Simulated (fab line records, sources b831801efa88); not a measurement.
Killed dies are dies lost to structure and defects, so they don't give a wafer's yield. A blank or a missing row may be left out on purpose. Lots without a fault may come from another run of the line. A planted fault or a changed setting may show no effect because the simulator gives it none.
Which tool did it? | flow gf180mcu | 6 lots, 18 wafers sampled, at 5 steps of a route of 602

WHAT THE GAUGES READ, wafer by wafer
GF_MIM_THK_MEAS_06.
lot  | measured     | on            | MIM_CVD_05_THK (nm)
L961 | day 24 19:20 | film_metro-01 | 41.5 41.7 42.8
L963 | day 25 17:46 | film_metro-03 | 40.8 41.0 41.4
L965 | day 26 08:30 | film_metro-02 | 41.8 42.2 42.5
L973 | day 28 22:32 | film_metro-02 | 42.0 44.1 42.7
L980 | day 30 18:49 | film_metro-01 | 41.2 41.2 41.5
L983 | day 31 11:10 | film_metro-02 | 41.6 41.8 42.4

WHICH TOOL RAN EACH LOT (tool, then ch and the chambers of the sampled wafers, then the start)
lot  | GF_V4_SPUTTER_21             | GF_MIM_SPUTTER_00            | GF_MIM_SPUTTER_04            | GF_MIM_CVD_05
L961 | pvd_sputter-03, day 24 18:23 | pvd_sputter-02, day 24 19:05 | pvd_sputter-02, day 24 19:16 | pecvd-04 ch 0,1,2, day 24 19:18
L963 | pvd_sputter-03, day 25 16:47 | pvd_sputter-04, day 25 17:29 | pvd_sputter-04, day 25 17:40 | pecvd-04 ch 0,2, day 25 17:43
L965 | pvd_sputter-03, day 26 07:28 | pvd_sputter-03, day 26 08:15 | pvd_sputter-03, day 26 08:26 | pecvd-03 ch 0,1,2, day 26 08:28
L973 | pvd_sputter-04, day 28 21:14 | pvd_sputter-02, day 28 22:16 | pvd_sputter-02, day 28 22:27 | pecvd-02 ch 0,1, day 28 22:29
L980 | pvd_sputter-01, day 30 17:52 | pvd_sputter-03, day 30 18:34 | pvd_sputter-03, day 30 18:45 | pecvd-03 ch 0,2, day 30 18:47
L983 | pvd_sputter-04, day 31 10:13 | pvd_sputter-04, day 31 10:54 | pvd_sputter-04, day 31 11:05 | pecvd-03 ch 0,1,2, day 31 11:07
- GF_V4_SPUTTER_21: material Ti, target thk 15 nm, time 80.02 s.
- GF_MIM_SPUTTER_00: material Ti, target thk 37.5 nm, time 150 s.
- GF_MIM_SPUTTER_04: material TiN, target thk 50 nm, time 41.7 s.
- GF_MIM_CVD_05: deposits Si3N4, target thk 42 nm, time 29.086 s.

THE ANSWER, worked out from the rows above alone
Rule: what is usual is taken from the lots themselves. Put in order of their means at a reading, lots are off if they are a third of the lots or fewer, leave a main group of 4 or more, and stand apart from it by a gap of 3 or more times the standard deviation of the main group's means; of several such gaps the widest counts. A main group whose means are all the same, to the digits that the tables above print for the reading, isn't used. A lot without any number at a reading at which 4 lots or more have one is off too. The other lots that the step has rows for count as sound.
No lot is off at any reading shown: from this, nothing can be told.

WHAT THE SIMULATOR HAD PUT IN
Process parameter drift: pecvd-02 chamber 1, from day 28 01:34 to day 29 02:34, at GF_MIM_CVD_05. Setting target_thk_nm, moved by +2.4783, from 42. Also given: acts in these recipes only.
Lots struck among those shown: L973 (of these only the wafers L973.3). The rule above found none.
